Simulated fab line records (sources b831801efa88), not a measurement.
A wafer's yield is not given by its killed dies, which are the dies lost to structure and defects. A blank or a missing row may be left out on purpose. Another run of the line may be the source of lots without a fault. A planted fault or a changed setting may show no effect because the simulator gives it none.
Matching of chambers ; flow sky130 ; 4 sister chambers for SKY_VIA1_ETCH_15 on rieDiel-04
The step etches SiO2 in C4F8/O2/Ar, stops on TiN, target depth 351 nm, time 54 s. 4 wafers are shown with their chamber, then 12 later ones without.

EACH WAFER AND ITS CHAMBER
wafer;chamber;oesProductAu (a.u.)
L089.3;2;0.983
L089.4;1;0.972
L091.2;3;0.978
L091.5;0;0.981

WAFERS MISSING THEIR CHAMBER
wafer;oesProductAu (a.u.)
L093.1;0.960
L093.2;0.971
L093.3;0.987
L093.4;0.977
L093.5;0.985
L093.6;0.966
L095.4;0.967
L095.5;0.984
L095.6;0.978
L096.3;0.976
L096.4;0.968
L096.6;0.969

THE CHAMBER EACH PASSED THROUGH
wafer;from the rows above;in truth
L093.1;can't be placed: 1 or 3 or 0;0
L093.2;can't be placed: 1 or 3 or 0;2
L093.3;can't be placed: 2 or 0 or 3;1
L093.4;can't be placed: 3 or 0 or 1 or 2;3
L093.5;can't be placed: 2 or 0 or 3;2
L093.6;can't be placed: 1 or 3 or 0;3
L095.4;can't be placed: 1 or 3 or 0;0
L095.5;can't be placed: 2 or 0 or 3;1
L095.6;can't be placed: 3 or 0 or 2 or 1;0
L096.3;can't be placed: 3 or 1 or 0 or 2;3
L096.4;can't be placed: 1 or 3 or 0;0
L096.6;can't be placed: 1 or 3 or 0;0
Correct placement for 0 of the 12. From these rows, 12 cannot be placed; in 9 the true chamber is one of the candidates. Wrongly placed: 0.
How it was worked out, from the rows above alone: a wafer's distance from a chamber is the root of the sum, over the readings, of the square of ((its reading less the chamber's mean) divided by the reading's scatter). If the next closest chamber is less than 2 further off than the closest, the wafer can't be placed; otherwise it belongs to the closest. The mean given for a chamber averages the wafers shown for that chamber. The scatter: with one shown wafer a chamber, the root of the mean of the squares of how far each hidden wafer lies from its nearest shown one.
